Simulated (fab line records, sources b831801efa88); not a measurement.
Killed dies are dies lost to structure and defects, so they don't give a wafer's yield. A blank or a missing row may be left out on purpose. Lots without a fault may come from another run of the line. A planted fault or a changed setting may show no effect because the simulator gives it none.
Tool commonality check | flow gf180mcu | 12 lots, 36 wafers sampled

WHY IT WAS OPENED
At GF_HV_LDD_OVL_MEAS_20 the reading HV_LDD_01_OVL is flagged on 2 of 12 lots. Wafers without a fault read -0.3 nm, standard deviation 1.6.
Rule: a lot is flagged when every wafer of it that has a number lies more than 4 standard deviations from that mean, or none has a number. The other lots count as sound.

lot  | measured     | on         | HV_LDD_01_OVL (nm), wafer by wafer | flag
L211 | day 11 00:07 | overlay-02 | -0.1 -0.3 -0.2                     |
L212 | day 11 00:44 | overlay-01 | 3.2 1.2 0.6                        |
L213 | day 11 12:52 | overlay-01 | 0.1 -0.3 0.2                       |
L214 | day 11 20:22 | overlay-02 | -0.5 -0.3 -0.7                     |
L218 | day 12 19:40 | overlay-02 | 0.4 -0.1 -0.6                      |
L221 | day 14 02:02 | overlay-01 | 0.1 -0.2 0.7                       |
L222 | day 14 06:52 | overlay-02 | -101.7 -103.8 -101.4               | FLAGGED
L223 | day 14 14:13 | overlay-02 | -106.2 -105.6 -107.4               | FLAGGED
L229 | day 16 13:31 | overlay-02 | 2.0 2.0 1.1                        |
L230 | day 16 17:35 | overlay-02 | 0.3 2.7 2.7                        |
L232 | day 17 11:10 | overlay-01 | -0.4 -1.1 1.5                      |
L234 | day 17 22:52 | overlay-02 | 0.6 -0.2 -0.3                      |
The numbers of the flagged lots are -104.3 nm on average: -104.0 nm against the usual, or -65 standard deviations.

WHICH TOOL RAN EACH LOT
The record holds 1 process step before the reading, out of a route of 602 steps. In each cell: the tool, then ch and the chambers that the sampled wafers went through, then the start.
lot  | flag    | GF_HV_LDD_EXPOSE_16
L211 |         | iline_stepper-01 ch 0, day 10 14:58
L212 |         | iline_stepper-01 ch 0, day 10 15:51
L213 |         | iline_stepper-02 ch 0, day 11 04:13
L214 |         | iline_stepper-02 ch 0, day 11 10:46
L218 |         | iline_stepper-01 ch 0, day 12 10:22
L221 |         | iline_stepper-01 ch 0, day 13 15:56
L222 | FLAGGED | iline_stepper-02 ch 0, day 13 20:31
L223 | FLAGGED | iline_stepper-02 ch 0, day 14 04:02
L229 |         | iline_stepper-01 ch 0, day 16 02:50
L230 |         | iline_stepper-01 ch 0, day 16 06:53
L232 |         | iline_stepper-01 ch 0, day 16 23:32
L234 |         | iline_stepper-01 ch 0, day 17 10:52
What these steps do:
- GF_HV_LDD_EXPOSE_16: exposes mask Pplus LV AREA, target cd 400 nm.
- GF_HV_LDD_OVL_MEAS_20

FLAGGED OVER TOTAL, TOOL BY TOOL (the gauges that took the reading come last)
step                  | tool             | lots run | flagged | share of the flagged lots | sound lots run after its first flagged lot
GF_HV_LDD_EXPOSE_16   | iline_stepper-01 | 8        | 0       | none                      | -
GF_HV_LDD_EXPOSE_16   | iline_stepper-02 | 4        | 2       | all                       | 0
GF_HV_LDD_OVL_MEAS_20 | overlay-01       | 4        | 0       | none                      | -
GF_HV_LDD_OVL_MEAS_20 | overlay-02       | 8        | 2       | all                       | 3 (L229,L230,L234)

WHAT THE TABLE ALLOWS
2 rows of the table ran every flagged lot: iline_stepper-02 at GF_HV_LDD_EXPOSE_16, overlay-02 at GF_HV_LDD_OVL_MEAS_20.
- iline_stepper-02 at GF_HV_LDD_EXPOSE_16: 2 of its 4 lots flagged. Its last sound lot is L214 (day 11 10:46), its first flagged lot L222 (day 13 20:31): a fault that began between those two fits.
- overlay-02 at GF_HV_LDD_OVL_MEAS_20: 2 of its 8 lots flagged. Sound lots ran on it after the first flagged one (L229, L230, L234), which a lasting fault on the whole tool wouldn't allow.
One tool is left: iline_stepper-02 at GF_HV_LDD_EXPOSE_16.

WHAT THE SIMULATOR HAD PUT IN
Scanner matching overlay: iline_stepper-02, from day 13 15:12 on, at GF_HV_LDD_EXPOSE_16. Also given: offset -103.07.
Lots struck among those shown: L222, L223. The rule above found the same.
